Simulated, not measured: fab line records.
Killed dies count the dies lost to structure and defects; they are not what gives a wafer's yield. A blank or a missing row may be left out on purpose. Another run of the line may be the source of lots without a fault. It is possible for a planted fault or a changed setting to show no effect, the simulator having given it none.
Which tool was responsible? :: flow gf180mcu :: 39 wafers from 13 lots sampled at 5 of the route's 602 steps

## WHAT THE GAUGES READ, wafer by wafer
GF_V3_CD_MEAS_14: the cd target is 260 nm. Usual: cd-nm 260.3 nm, standard deviation 1.3.
lot: L345
measured: day 21 14:07
on: cd-sem-01
cd-nm (nm): 259.3 260.5 259.5
flag: 

lot: L346
measured: day 21 18:35
on: cd-sem-02
cd-nm (nm): 259.8 260.1 258.1
flag: 

lot: L347
measured: day 22 16:18
on: cd-sem-02
cd-nm (nm): 261.4 262.8 262.9
flag: 

lot: L349
measured: day 22 23:41
on: cd-sem-01
cd-nm (nm): 261.0 261.1 262.4
flag: 

lot: L352
measured: day 25 23:38
on: cd-sem-02
cd-nm (nm): 259.6 259.8 260.4
flag: 

lot: L353
measured: day 26 01:31
on: cd-sem-01
cd-nm (nm): 260.9 260.3 259.7
flag: 

lot: L355
measured: day 26 03:09
on: cd-sem-02
cd-nm (nm): 258.1 258.9 259.5
flag: 

lot: L354
measured: day 26 04:14
on: cd-sem-01
cd-nm (nm): 258.9 259.0 259.9
flag: 

lot: L358
measured: day 26 20:35
on: cd-sem-01
cd-nm (nm): 259.4 260.2 259.5
flag: 

lot: L360
measured: day 27 16:45
on: cd-sem-01
cd-nm (nm): 259.6 258.7 259.3
flag: 

lot: L361
measured: day 27 22:22
on: cd-sem-02
cd-nm (nm): 261.1 260.3 259.6
flag: 

lot: L366
measured: day 29 13:27
on: cd-sem-01
cd-nm (nm): 262.2 261.4 261.8
flag: 

lot: L368
measured: day 30 00:03
on: cd-sem-02
cd-nm (nm): 259.7 260.7 261.3
flag: 

GF_V3_OVL_MEAS_15. Usual: V3_OVL gives -1 nm (standard deviation 5.2).
lot: L345
measured: day 21 14:14
on: overlay-01
V3_OVL (nm): 8 -7 2
flag: 

lot: L346
measured: day 21 18:42
on: overlay-02
V3_OVL (nm): 2 -8 4
flag: 

lot: L347
measured: day 22 16:25
on: overlay-02
V3_OVL (nm): 1 -1 6
flag: 

lot: L349
measured: day 22 23:48
on: overlay-01
V3_OVL (nm): 2 12 1
flag: 

lot: L352
measured: day 25 23:45
on: overlay-02
V3_OVL (nm): 4 -2 -3
flag: 

lot: L353
measured: day 26 01:37
on: overlay-02
V3_OVL (nm): 3 1 3
flag: 

lot: L355
measured: day 26 03:16
on: overlay-02
V3_OVL (nm): -1 6 0
flag: 

lot: L354
measured: day 26 04:21
on: overlay-02
V3_OVL (nm): 0 3 -4
flag: 

lot: L358
measured: day 26 20:42
on: overlay-01
V3_OVL (nm): 1 -13 0
flag: 

lot: L360
measured: day 27 16:52
on: overlay-01
V3_OVL (nm): 5 0 6
flag: 

lot: L361
measured: day 27 22:29
on: overlay-01
V3_OVL (nm): 3 4 1
flag: 

lot: L366
measured: day 29 13:34
on: overlay-01
V3_OVL (nm): 0 -14 0
flag: 

lot: L368
measured: day 30 00:10
on: overlay-01
V3_OVL (nm): 7 4 4
flag: 

GF_M4_CD_MEAS_14: the cd target is 280 nm. Usual: cd-nm 280.0 nm, standard deviation 1.2.
lot: L345
measured: day 22 15:43
on: cd-sem-01
cd-nm (nm): 279.6 279.0 278.2
flag: 

lot: L346
measured: day 22 19:52
on: cd-sem-01
cd-nm (nm): 279.1 279.0 278.8
flag: 

lot: L347
measured: day 23 16:27
on: cd-sem-02
cd-nm (nm): 280.1 279.8 279.5
flag: 

lot: L349
measured: day 23 23:29
on: cd-sem-02
cd-nm (nm): 279.9 279.8 279.6
flag: 

lot: L352
measured: day 26 21:12
on: cd-sem-01
cd-nm (nm): 280.2 278.8 280.1
flag: 

lot: L353
measured: day 26 22:11
on: cd-sem-01
cd-nm (nm): 279.4 279.1 278.6
flag: 

lot: L355
measured: day 27 00:51
on: cd-sem-02
cd-nm (nm): 280.4 279.8 281.4
flag: 

lot: L354
measured: day 27 01:55
on: cd-sem-02
cd-nm (nm): 278.9 279.5 280.6
flag: 

lot: L358
measured: day 27 18:28
on: cd-sem-01
cd-nm (nm): 278.5 278.9 279.5
flag: 

lot: L360
measured: day 28 13:38
on: cd-sem-02
cd-nm (nm): 281.5 280.5 281.6
flag: 

lot: L361
measured: day 28 17:50
on: cd-sem-01
cd-nm (nm): 279.0 278.1 278.1
flag: 

lot: L366
measured: day 30 09:14
on: cd-sem-01
cd-nm (nm): 287.1 286.0 285.7
flag: OFF

lot: L368
measured: day 30 19:20
on: cd-sem-02
cd-nm (nm): 285.6 285.8 286.0
flag: OFF

## TOOL THAT RAN EACH LOT (tool first, then ch and the chambers of the sampled wafers, then the start)
lot: L345
GF_M4_SPUTTER_01: pvd-sputter-03, day 21 15:46
GF_M4_SOFTBAKE_10: litho-track-02 ch 0, day 22 03:33

lot: L346
GF_M4_SPUTTER_01: pvd-sputter-03, day 21 20:11
GF_M4_SOFTBAKE_10: litho-track-03 ch 0, day 22 08:20

lot: L347
GF_M4_SPUTTER_01: pvd-sputter-01, day 22 17:53
GF_M4_SOFTBAKE_10: litho-track-03 ch 0, day 23 05:13

lot: L349
GF_M4_SPUTTER_01: pvd-sputter-02, day 23 01:17
GF_M4_SOFTBAKE_10: litho-track-03 ch 0, day 23 12:25

lot: L352
GF_M4_SPUTTER_01: pvd-sputter-02, day 26 01:14
GF_M4_SOFTBAKE_10: litho-track-01 ch 0, day 26 11:25

lot: L353
GF_M4_SPUTTER_01: pvd-sputter-02, day 26 03:05
GF_M4_SOFTBAKE_10: litho-track-02 ch 0, day 26 12:33

lot: L355
GF_M4_SPUTTER_01: pvd-sputter-03, day 26 04:56
GF_M4_SOFTBAKE_10: litho-track-03 ch 0, day 26 14:43

lot: L354
GF_M4_SPUTTER_01: pvd-sputter-02, day 26 05:56
GF_M4_SOFTBAKE_10: litho-track-01 ch 0, day 26 15:49

lot: L358
GF_M4_SPUTTER_01: pvd-sputter-01, day 26 22:13
GF_M4_SOFTBAKE_10: litho-track-01 ch 0, day 27 08:22

lot: L360
GF_M4_SPUTTER_01: pvd-sputter-02, day 27 18:20
GF_M4_SOFTBAKE_10: litho-track-01 ch 0, day 28 03:56

lot: L361
GF_M4_SPUTTER_01: pvd-sputter-03, day 27 23:59
GF_M4_SOFTBAKE_10: litho-track-03 ch 0, day 28 08:56

lot: L366
GF_M4_SPUTTER_01: pvd-sputter-02, day 29 15:07
GF_M4_SOFTBAKE_10: litho-track-01 ch 0, day 29 23:44

lot: L368
GF_M4_SPUTTER_01: pvd-sputter-02, day 30 01:41
GF_M4_SOFTBAKE_10: litho-track-01 ch 0, day 30 10:41
- GF_M4_SPUTTER_01: material TiN, target thk 30 nm, time 25 s.
- GF_M4_SOFTBAKE_10: time 60 s.

## WHAT THE TOOLS THEMSELVES READ (means of the sampled wafers that have a number; where no wafer has one, the mark that the record gives instead)
GF_M4_SPUTTER_01. Usual: throttle-valve-pct 29.9 %, standard deviation 0.69.
lot: L345
tool: pvd-sputter-03
throttle-valve-pct (%): 30.7
flag: 

lot: L346
tool: pvd-sputter-03
throttle-valve-pct (%): 30.3
flag: 

lot: L347
tool: pvd-sputter-01
throttle-valve-pct (%): 29.4
flag: 

lot: L349
tool: pvd-sputter-02
throttle-valve-pct (%): 29.8
flag: 

lot: L352
tool: pvd-sputter-02
throttle-valve-pct (%): 30.1
flag: 

lot: L353
tool: pvd-sputter-02
throttle-valve-pct (%): 29.6
flag: 

lot: L355
tool: pvd-sputter-03
throttle-valve-pct (%): 30.3
flag: 

lot: L354
tool: pvd-sputter-02
throttle-valve-pct (%): 29.9
flag: 

lot: L358
tool: pvd-sputter-01
throttle-valve-pct (%): 29.5
flag: 

lot: L360
tool: pvd-sputter-02
throttle-valve-pct (%): 29.6
flag: 

lot: L361
tool: pvd-sputter-03
throttle-valve-pct (%): 30.8
flag: 

lot: L366
tool: pvd-sputter-02
throttle-valve-pct (%): 29.9
flag: 

lot: L368
tool: pvd-sputter-02
throttle-valve-pct (%): 29.5
flag: 

GF_M4_SOFTBAKE_10. Usual: heater-power-total-W 93.05 W, standard deviation 0.057; plate-temp-C 130.01 C, standard deviation 0.13.
lot: L345
tool: litho-track-02
heater-power-total-W (W): 93.13
plate-temp-C (C): 130.08
flag: 

lot: L346
tool: litho-track-03
heater-power-total-W (W): 93.04
plate-temp-C (C): 129.95
flag: 

lot: L347
tool: litho-track-03
heater-power-total-W (W): 93.09
plate-temp-C (C): 130.12
flag: 

lot: L349
tool: litho-track-03
heater-power-total-W (W): 93.05
plate-temp-C (C): 130.02
flag: 

lot: L352
tool: litho-track-01
heater-power-total-W (W): 93.01
plate-temp-C (C): 129.94
flag: 

lot: L353
tool: litho-track-02
heater-power-total-W (W): 93.08
plate-temp-C (C): 130.11
flag: 

lot: L355
tool: litho-track-03
heater-power-total-W (W): 93.05
plate-temp-C (C): 130.07
flag: 

lot: L354
tool: litho-track-01
heater-power-total-W (W): 93.05
plate-temp-C (C): 129.92
flag: 

lot: L358
tool: litho-track-01
heater-power-total-W (W): 93.03
plate-temp-C (C): 130.05
flag: 

lot: L360
tool: litho-track-01
heater-power-total-W (W): 93.04
plate-temp-C (C): 130.05
flag: 

lot: L361
tool: litho-track-03
heater-power-total-W (W): 93.10
plate-temp-C (C): 129.95
flag: 

lot: L366
tool: litho-track-01
heater-power-total-W (W): 90.34
plate-temp-C (C): 127.16
flag: OFF

lot: L368
tool: litho-track-01
heater-power-total-W (W): 90.23
plate-temp-C (C): 126.97
flag: OFF

## THE ANSWER, worked out from the rows above alone
Rule: a lot counts as off when the mean over its wafers that have a number is more than 3 standard deviations away from the usual mean. Also off: a lot with no number at a reading for which 4 or more lots have one. Any other lot the step has rows for is counted as sound. The gauges are gone through in route order, then the tools' own readings, and for those a lot's mean is taken as printed above. At the first step where some lot is off, the reading lying furthest off is the one used; lots without a number count as furthest.
Off at GF_M4_CD_MEAS_14 (cd-nm): L366, L368.
A tool fits if, at a process step before that reading, it ran every lot that is off, and no sound lot after the first of them. Not tried: the gauges at GF_M4_CD_MEAS_14; whatever is off there is also off at GF_M4_SOFTBAKE_10, on other tools, and gauge error can't account for it. Can't be told from this: 2 tools fit, pvd-sputter-02 at GF_M4_SPUTTER_01, litho-track-01 at GF_M4_SOFTBAKE_10.

## WHAT HAD BEEN PUT IN BY THE SIMULATOR
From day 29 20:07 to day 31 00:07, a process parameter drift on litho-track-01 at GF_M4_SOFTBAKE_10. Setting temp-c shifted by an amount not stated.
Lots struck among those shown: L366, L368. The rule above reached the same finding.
